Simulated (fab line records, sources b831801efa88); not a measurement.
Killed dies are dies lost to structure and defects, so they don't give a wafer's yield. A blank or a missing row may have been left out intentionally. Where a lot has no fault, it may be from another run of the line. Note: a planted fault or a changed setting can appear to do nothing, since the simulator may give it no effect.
The same fault as seen by 2 desks    flow gf180mcu    numbers are kept per desk, each desk with only its own; the story behind them comes last

## METROLOGY DESK
Means of the sampled wafers that have a number, per lot and without regard to the tool the lot ran on: this is what the gauges read. If a lot's mean is further than 4 standard deviations from the usual mean, the lot is out of limits and carries the mark OUT (the distance appears in the brackets).
Columns: A = V4_W_RS at GF_V4_RS_MEAS_24, usual 0.328 ohm/sq; B = V4_W_THK at GF_V4_THK_MEAS_25, usual 349 nm
lot   first seen here  A      B
L152  day 25 08:07     0.328  352
L153  day 25 16:54     0.330  351
L160  day 28 00:24     0.326  352
L164  day 28 23:41     0.322  358
L169  day 30 09:46     0.322  358
L170  day 30 14:07     0.327  346
L172  day 31 06:18     0.331  342
This desk's finding: nothing out of limits on any of the 7 lots.

## AT THE TOOL OWNER'S DESK: pvd_sputter-01
The tool's own readings at GF_MIM_SPUTTER_01 (material TiN, target thk 30 nm, time 25 s): means of the sampled wafers that have a number, for each lot that ran on this tool. If a lot's mean is further than 4 standard deviations from the usual mean, the lot is out of limits and carries the mark OUT (the distance appears in the brackets).
Columns: A = throttle_valve_pct at GF_MIM_SPUTTER_01, usual 29.6 %
lot   first seen here  A
L153  day 25 17:29     29.9
L160  day 28 00:59     29.8
L164  day 29 00:17     29.6
L169  day 30 10:21     30.1
L170  day 30 14:43     29.9
This desk's finding: nothing out of limits on any of the 5 lots.

## TAKEN TOGETHER
At the metrology desk, nothing out of limits was observed.
The tool owner's desk saw nothing out of limits.

## WHAT WAS PUT IN BY THE SIMULATOR
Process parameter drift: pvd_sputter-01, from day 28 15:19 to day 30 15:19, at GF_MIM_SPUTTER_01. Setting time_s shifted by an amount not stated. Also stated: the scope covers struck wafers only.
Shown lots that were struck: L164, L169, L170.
